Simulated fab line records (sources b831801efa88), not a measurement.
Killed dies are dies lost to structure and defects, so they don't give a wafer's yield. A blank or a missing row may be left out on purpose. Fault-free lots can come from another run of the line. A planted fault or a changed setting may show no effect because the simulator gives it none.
Chamber matching + flow gf180mcu + cmp-02 running GF_V2_CMP_04: 4 sister chambers
The step polishes SiO2. 18 wafers are shown with their chamber, then 9 later ones without.

WAFERS WITH THEIR CHAMBER
| wafer  | chamber | motor current A (A) | retaining ring pressure frac | slurry flow ml min |
|--------|---------|---------------------|------------------------------|--------------------|
| L553.4 | 1       | 14.7                | 1.005                        | 150.1              |
| L553.5 | 0       | 10.4                | 0.998                        | 150.0              |
| L553.6 | 3       | 12.8                | 0.997                        | 149.6              |
| L554.3 | 1       | 14.8                | 1.009                        | 150.6              |
| L554.5 | 0       | 10.7                | 1.002                        | 150.2              |
| L554.6 | 3       | 13.0                | 1.007                        | 150.5              |
| L556.1 | 2       | 12.7                | 0.997                        | 150.8              |
| L556.2 | 0       | 10.8                | 0.998                        | 149.6              |
| L556.3 | 3       | 13.0                | 1.002                        | 149.4              |
| L560.2 | 1       | 15.3                | 0.997                        | 150.1              |
| L560.4 | 2       | 12.7                | 1.008                        | 150.1              |
| L560.5 | 3       | 13.7                | 1.002                        | 150.1              |
| L559.1 | 1       | 14.9                | 1.004                        | 150.5              |
| L559.4 | 0       | 10.4                | 0.993                        | 150.2              |
| L559.6 | 2       | 12.6                | 1.010                        | 150.5              |
| L562.2 | 3       | 12.1                | 0.985                        | 150.0              |
| L562.4 | 1       | 15.0                | 0.999                        | 150.4              |
| L562.6 | 2       | 12.6                | 1.004                        | 149.2              |

SIGNATURES (averages over the wafers above)
| reading                      | chamber 0 | chamber 1 | chamber 2 | chamber 3 | scatter within a chamber |
|------------------------------|-----------|-----------|-----------|-----------|--------------------------|
| motor current A              | 10.575    | 14.940    | 12.650    | 12.920    | 0.344                    |
| retaining ring pressure frac | 0.99775   | 1.00280   | 1.00475   | 0.99860   | 0.00606                  |
| slurry flow ml min           | 150.000   | 150.340   | 150.150   | 149.920   | 0.435                    |
Rule: a wafer's distance from a chamber is the root of the sum, over the readings, of the square of ((its reading less the chamber's mean) divided by the reading's scatter). The wafer belongs to the nearest chamber; if the next one is less than 2 further off, it can't be placed. The scatter: the root of (the sum of the squares of (reading less its chamber's mean) over the shown wafers, divided by (wafers less chambers)).

WAFERS WITHOUT THEIR CHAMBER
| wafer  | motor current A (A) | retaining ring pressure frac | slurry flow ml min |
|--------|---------------------|------------------------------|--------------------|
| L563.3 | 10.5                | 0.994                        | 150.3              |
| L563.4 | 12.5                | 1.003                        | 150.3              |
| L563.5 | 14.9                | 1.003                        | 149.7              |
| L572.2 | 12.2                | 0.997                        | 150.2              |
| L572.4 | 12.9                | 0.997                        | 150.9              |
| L572.5 | 12.9                | 0.994                        | 150.1              |
| L575.1 | 11.5                | 1.004                        | 150.9              |
| L575.2 | 11.8                | 0.997                        | 150.6              |
| L575.5 | 12.6                | 0.996                        | 149.5              |

WHICH CHAMBER EACH WENT THROUGH
| wafer  | from the rows above          | in truth |
|--------|------------------------------|----------|
| L563.3 | 0                            | 0        |
| L563.4 | can't be placed: 2 or 3      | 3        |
| L563.5 | 1                            | 1        |
| L572.2 | can't be placed: 2 or 3      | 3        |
| L572.4 | can't be placed: 2 or 3      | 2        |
| L572.5 | can't be placed: 3 or 2      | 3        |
| L575.1 | can't be placed: 0 or 2 or 3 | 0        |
| L575.2 | can't be placed: 2 or 3 or 0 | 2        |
| L575.5 | can't be placed: 3 or 2      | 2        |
Placed correctly: 2 of 9. Can't be placed from these rows: 7 (the true chamber is among the candidates in 7). Wrongly placed: 0.
